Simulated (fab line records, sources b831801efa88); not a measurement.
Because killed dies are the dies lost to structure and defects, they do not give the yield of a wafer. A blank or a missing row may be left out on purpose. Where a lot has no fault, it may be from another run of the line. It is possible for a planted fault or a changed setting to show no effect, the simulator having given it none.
Which tool did it? / flow sky130 / 30 wafers from 10 lots sampled at 6 of the route's 708 steps

## WHAT THE GAUGES READ, wafer by wafer
SKY_CAP2M_THK_MEAS_04: measures by xrf. Usual: for CAP2M_TIN_THK the level is 197.0 nm and the standard deviation is 2.3.
lot=L559; measured=day 40 21:44; on=film_metro-01; CAP2M_TIN_THK (nm)=197.6 197.9 195.7; flag=
lot=L558; measured=day 40 22:22; on=film_metro-02; CAP2M_TIN_THK (nm)=200.4 199.4 199.5; flag=
lot=L562; measured=day 41 18:07; on=film_metro-02; CAP2M_TIN_THK (nm)=197.4 197.5 197.9; flag=
lot=L564; measured=day 42 19:49; on=film_metro-02; CAP2M_TIN_THK (nm)=198.5 193.5 198.3; flag=
lot=L565; measured=day 43 00:01; on=film_metro-01; CAP2M_TIN_THK (nm)=197.3 199.9 198.9; flag=
lot=L567; measured=day 43 01:22; on=film_metro-02; CAP2M_TIN_THK (nm)=196.5 197.2 196.7; flag=
lot=L568; measured=day 43 18:19; on=film_metro-03; CAP2M_TIN_THK (nm)=197.6 194.8 194.9; flag=
lot=L577; measured=day 46 07:00; on=film_metro-03; CAP2M_TIN_THK (nm)=196.4 196.0 196.0; flag=
lot=L578; measured=day 46 12:08; on=film_metro-03; CAP2M_TIN_THK (nm)=196.6 194.9 195.4; flag=
lot=L579; measured=day 46 19:59; on=film_metro-01; CAP2M_TIN_THK (nm)=197.3 198.1 195.9; flag=

SKY_METAL4_CD_MEAS_13 targets a cd of 300 nm. Usual: cd_nm at 299.7 nm, with a standard deviation of 1.6.
lot=L559; measured=day 42 23:17; on=cd_sem-02; cd_nm (nm)=300.4 301.1 300.8; flag=
lot=L558; measured=day 43 00:17; on=cd_sem-01; cd_nm (nm)=298.8 298.3 298.9; flag=
lot=L562; measured=day 43 17:59; on=cd_sem-01; cd_nm (nm)=298.4 297.2 298.1; flag=
lot=L564; measured=day 44 17:22; on=cd_sem-01; cd_nm (nm)=300.9 300.5 301.8; flag=
lot=L565; measured=day 44 21:56; on=cd_sem-02; cd_nm (nm)=301.1 300.1 301.6; flag=
lot=L567; measured=day 44 23:11; on=cd_sem-01; cd_nm (nm)=301.0 300.6 299.3; flag=
lot=L568; measured=day 45 15:01; on=cd_sem-01; cd_nm (nm)=299.0 301.2 300.0; flag=
lot=L577; measured=day 47 23:38; on=cd_sem-01; cd_nm (nm)=299.9 298.9 298.4; flag=
lot=L578; measured=day 48 04:12; on=cd_sem-02; cd_nm (nm)=301.8 302.4 301.7; flag=
lot=L579; measured=day 48 11:50; on=cd_sem-01; cd_nm (nm)=296.9 296.2 295.8; flag=

SKY_VIA4_RS_MEAS_19: measurement is done with a four-point probe. Usual: for VIA4_W_RS the level is 0.2261 ohm/sq and the standard deviation is 0.0022.
lot=L559; measured=day 44 01:09; on=film_metro-01; VIA4_W_RS (ohm/sq)=0.2235 0.2238 0.2253; flag=
lot=L558; measured=day 44 01:43; on=film_metro-03; VIA4_W_RS (ohm/sq)=0.2248 0.2264 0.2282; flag=
lot=L562; measured=day 44 18:59; on=film_metro-03; VIA4_W_RS (ohm/sq)=0.2287 0.2245 0.2300; flag=
lot=L564; measured=day 45 17:39; on=film_metro-03; VIA4_W_RS (ohm/sq)=0.2261 0.2276 0.2260; flag=
lot=L565; measured=day 45 22:13; on=film_metro-03; VIA4_W_RS (ohm/sq)=0.2268 0.2267 0.2258; flag=
lot=L567; measured=day 45 23:34; on=film_metro-01; VIA4_W_RS (ohm/sq)=58.266 57.705 57.809; flag=OFF
lot=L568; measured=day 46 14:42; on=film_metro-03; VIA4_W_RS (ohm/sq)=59.731 58.627 58.627; flag=OFF
lot=L577; measured=day 48 21:04; on=film_metro-04; VIA4_W_RS (ohm/sq)=0.2297 0.2254 0.2249; flag=
lot=L578; measured=day 49 01:19; on=film_metro-03; VIA4_W_RS (ohm/sq)=0.2306 0.2219 0.2267; flag=
lot=L579; measured=day 49 08:25; on=film_metro-01; VIA4_W_RS (ohm/sq)=0.2283 0.2256 0.2244; flag=

SKY_VIA4_THK_MEAS_20: measures by xrf. Usual: for VIA4_W_THK the level is 496 nm and the standard deviation is 5.4.
lot=L559; measured=day 44 01:16; on=film_metro-01; VIA4_W_THK (nm)=507 501 501; flag=
lot=L558; measured=day 44 01:50; on=film_metro-03; VIA4_W_THK (nm)=500 496 491; flag=
lot=L562; measured=day 44 19:07; on=film_metro-03; VIA4_W_THK (nm)=492 503 487; flag=
lot=L564; measured=day 45 17:45; on=film_metro-03; VIA4_W_THK (nm)=494 492 495; flag=
lot=L565; measured=day 45 22:20; on=film_metro-03; VIA4_W_THK (nm)=494 497 494; flag=
lot=L567; measured=day 45 23:41; on=film_metro-01; VIA4_W_THK (nm)=- <0 <0; flag=OFF
lot=L568; measured=day 46 14:48; on=film_metro-03; VIA4_W_THK (nm)=<0 - -; flag=OFF
lot=L577; measured=day 48 21:11; on=film_metro-04; VIA4_W_THK (nm)=486 499 496; flag=
lot=L578; measured=day 49 01:26; on=film_metro-03; VIA4_W_THK (nm)=487 509 494; flag=
lot=L579; measured=day 49 08:32; on=film_metro-01; VIA4_W_THK (nm)=491 497 500; flag=

## EACH LOT AND THE TOOL THAT RAN IT (in order: tool; ch and the chambers of the sampled wafers; start)
lot=L559; SKY_VIA4_STRIP_13=plasma_asher-02 ch 0,1, day 44 00:20; SKY_VIA4_CVD_18=cvd_w-01 ch 0,1, day 44 00:59
lot=L558; SKY_VIA4_STRIP_13=plasma_asher-04 ch 0,1, day 44 00:54; SKY_VIA4_CVD_18=cvd_w-02 ch 0,1, day 44 01:34
lot=L562; SKY_VIA4_STRIP_13=plasma_asher-04 ch 0,1, day 44 18:09; SKY_VIA4_CVD_18=cvd_w-01 ch 0,1, day 44 18:50
lot=L564; SKY_VIA4_STRIP_13=plasma_asher-01 ch 0,1, day 45 16:50; SKY_VIA4_CVD_18=cvd_w-01 ch 0,1, day 45 17:31
lot=L565; SKY_VIA4_STRIP_13=plasma_asher-02 ch 1, day 45 21:24; SKY_VIA4_CVD_18=cvd_w-02 ch 0, day 45 22:04
lot=L567; SKY_VIA4_STRIP_13=plasma_asher-02 ch 1, day 45 22:21; SKY_VIA4_CVD_18=cvd_w-01 ch 0,1, day 45 23:25
lot=L568; SKY_VIA4_STRIP_13=plasma_asher-02 ch 0,1, day 46 13:21; SKY_VIA4_CVD_18=cvd_w-01 ch 0,1, day 46 14:34
lot=L577; SKY_VIA4_STRIP_13=plasma_asher-04 ch 0, day 48 20:07; SKY_VIA4_CVD_18=cvd_w-02 ch 0,1, day 48 20:55
lot=L578; SKY_VIA4_STRIP_13=plasma_asher-01 ch 0,1, day 49 00:29; SKY_VIA4_CVD_18=cvd_w-02 ch 0,1, day 49 01:08
lot=L579; SKY_VIA4_STRIP_13=plasma_asher-02 ch 0,1, day 49 07:24; SKY_VIA4_CVD_18=cvd_w-01 ch 0,1, day 49 08:16
- SKY_VIA4_STRIP_13: strips in O2/N2.
- SKY_VIA4_CVD_18: deposits W, target thk 505 nm, time 152.14 s.

## WHAT THE TOOLS THEMSELVES READ (means of the sampled wafers that have a number; where no wafer has one, the mark that the record gives instead)
SKY_VIA4_STRIP_13. Usual: drypump_motor_current_A 5.87 A, standard deviation 0.25; o2_flow_sccm 2999 sccm, standard deviation 8; oes_product_au 0.710 a.u., standard deviation 0.0041; strip_time_to_endpoint_s 12.801 s, standard deviation 0.028.
lot=L559; tool=plasma_asher-02; drypump_motor_current_A (A)=6.09; o2_flow_sccm (sccm)=3001; oes_product_au (a.u.)=0.707; strip_time_to_endpoint_s (s)=12.835; flag=
lot=L558; tool=plasma_asher-04; drypump_motor_current_A (A)=5.93; o2_flow_sccm (sccm)=3003; oes_product_au (a.u.)=0.713; strip_time_to_endpoint_s (s)=12.817; flag=
lot=L562; tool=plasma_asher-04; drypump_motor_current_A (A)=5.74; o2_flow_sccm (sccm)=2991; oes_product_au (a.u.)=0.711; strip_time_to_endpoint_s (s)=12.805; flag=
lot=L564; tool=plasma_asher-01; drypump_motor_current_A (A)=5.77; o2_flow_sccm (sccm)=3001; oes_product_au (a.u.)=0.709; strip_time_to_endpoint_s (s)=12.783; flag=
lot=L565; tool=plasma_asher-02; drypump_motor_current_A (A)=6.26; o2_flow_sccm (sccm)=3006; oes_product_au (a.u.)=0.711; strip_time_to_endpoint_s (s)=12.765; flag=
lot=L567; tool=plasma_asher-02; drypump_motor_current_A (A)=6.28; o2_flow_sccm (sccm)=2996; oes_product_au (a.u.)=0.709; strip_time_to_endpoint_s (s)=12.795; flag=
lot=L568; tool=plasma_asher-02; drypump_motor_current_A (A)=6.12; o2_flow_sccm (sccm)=3004; oes_product_au (a.u.)=0.708; strip_time_to_endpoint_s (s)=12.779; flag=
lot=L577; tool=plasma_asher-04; drypump_motor_current_A (A)=5.55; o2_flow_sccm (sccm)=2999; oes_product_au (a.u.)=0.708; strip_time_to_endpoint_s (s)=12.807; flag=
lot=L578; tool=plasma_asher-01; drypump_motor_current_A (A)=5.76; o2_flow_sccm (sccm)=2991; oes_product_au (a.u.)=0.707; strip_time_to_endpoint_s (s)=12.805; flag=
lot=L579; tool=plasma_asher-02; drypump_motor_current_A (A)=5.98; o2_flow_sccm (sccm)=2999; oes_product_au (a.u.)=0.709; strip_time_to_endpoint_s (s)=12.811; flag=

SKY_VIA4_CVD_18. Usual: chamber_pressure_Torr 39.99 Torr, standard deviation 0.091; heater_power_outer_w 473 W, standard deviation 36; heater_power_w 765 W, standard deviation 44.
lot=L559; tool=cvd_w-01; chamber_pressure_Torr (Torr)=39.96; heater_power_outer_w (W)=437; heater_power_w (W)=728; flag=
lot=L558; tool=cvd_w-02; chamber_pressure_Torr (Torr)=39.95; heater_power_outer_w (W)=508; heater_power_w (W)=808; flag=
lot=L562; tool=cvd_w-01; chamber_pressure_Torr (Torr)=39.97; heater_power_outer_w (W)=446; heater_power_w (W)=747; flag=
lot=L564; tool=cvd_w-01; chamber_pressure_Torr (Torr)=39.89; heater_power_outer_w (W)=452; heater_power_w (W)=732; flag=
lot=L565; tool=cvd_w-02; chamber_pressure_Torr (Torr)=39.99; heater_power_outer_w (W)=501; heater_power_w (W)=811; flag=
lot=L567; tool=cvd_w-01; chamber_pressure_Torr (Torr)=-; heater_power_outer_w (W)=-; heater_power_w (W)=-; flag=OFF
lot=L568; tool=cvd_w-01; chamber_pressure_Torr (Torr)=-; heater_power_outer_w (W)=-; heater_power_w (W)=-; flag=OFF
lot=L577; tool=cvd_w-02; chamber_pressure_Torr (Torr)=40.13; heater_power_outer_w (W)=505; heater_power_w (W)=802; flag=
lot=L578; tool=cvd_w-02; chamber_pressure_Torr (Torr)=40.00; heater_power_outer_w (W)=510; heater_power_w (W)=809; flag=
lot=L579; tool=cvd_w-01; chamber_pressure_Torr (Torr)=39.99; heater_power_outer_w (W)=442; heater_power_w (W)=736; flag=

## THE ANSWER, worked out from the rows above alone
Rule: a lot is off if the mean of its wafers that have a number lies more than 3 standard deviations from the usual mean. A lot without any number at a reading at which 4 lots or more have one is off too. The other lots that the step has rows for count as sound. First the gauges in route order, then the tools' own readings, where a lot's mean is used as printed above. At the first step where some lot is off, the reading lying furthest off is the one used; lots without a number count as furthest.
Off: L567, L568, seen at SKY_VIA4_RS_MEAS_19 (VIA4_W_RS).
If a tool, at a process step before that reading, ran all the lots that are off and no sound lot after the first of them, it fits. Not tried: the gauges at SKY_VIA4_RS_MEAS_19; whatever is off there is also off at SKY_VIA4_CVD_18, on other tools, and gauge error can't account for it. Not one of the candidates tried fits.

## WHAT HAD BEEN PUT IN BY THE SIMULATOR
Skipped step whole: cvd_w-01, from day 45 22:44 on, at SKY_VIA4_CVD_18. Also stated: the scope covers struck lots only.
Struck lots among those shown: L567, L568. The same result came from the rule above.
